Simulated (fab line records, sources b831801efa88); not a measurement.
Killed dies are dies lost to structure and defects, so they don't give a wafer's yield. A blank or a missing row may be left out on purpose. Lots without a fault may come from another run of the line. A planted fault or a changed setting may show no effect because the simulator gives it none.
Chamber matching | flow gf180mcu | GF_V2_CMP_26 on cmp-02: 4 sister chambers
The step polishes, stops on SiO2, t overpolish 15 s, target thk 0 nm. 8 wafers are shown with their chamber, then 8 later ones without.

WAFERS WITH THEIR CHAMBER
wafer  | chamber | motor_current_A (A) | time_to_endpoint_s (s)
L083.3 | 1       | 9.8                 | 84
L087.1 | 1       | 10.1                | 86
L087.3 | 2       | 10.4                | 85
L087.5 | 0       | 11.8                | 85
L088.1 | 3       | 11.0                | 79
L088.3 | 0       | 12.0                | 90
L088.4 | 2       | 9.8                 | 86
L091.3 | 3       | 11.0                | 77

WAFERS WITHOUT THEIR CHAMBER
wafer  | motor_current_A (A) | time_to_endpoint_s (s)
L091.4 | 11.1                | 80
L091.6 | 10.2                | 83
L095.2 | 9.3                 | 86
L095.4 | 11.0                | 87
L095.6 | 11.6                | 87
L097.1 | 10.2                | 84
L097.3 | 10.0                | 86
L097.6 | 10.5                | 86

WHICH CHAMBER EACH WENT THROUGH
wafer  | from the rows above               | in truth
L091.4 | 3                                 | 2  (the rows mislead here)
L091.6 | can't be placed: 2 or 1           | 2
L095.2 | can't be placed: 1 or 2           | 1
L095.4 | can't be placed: 0 or 2 or 1 or 3 | 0
L095.6 | 0                                 | 0
L097.1 | can't be placed: 2 or 1           | 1
L097.3 | can't be placed: 2 or 1           | 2
L097.6 | can't be placed: 2 or 1           | 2
Placed correctly: 1 of 8. Can't be placed from these rows: 6 (the true chamber is among the candidates in 6). Placed wrongly: 1.
How it was worked out, from the rows above alone: a wafer's distance from a chamber is the root of the sum, over the readings, of the square of ((its reading less the chamber's mean) divided by the reading's scatter). The wafer belongs to the nearest chamber; if the next one is less than 2 further off, it can't be placed. A chamber's mean is the mean of its shown wafers. The scatter: the root of (the sum of the squares of (reading less its chamber's mean) over the shown wafers, divided by (wafers less chambers)).
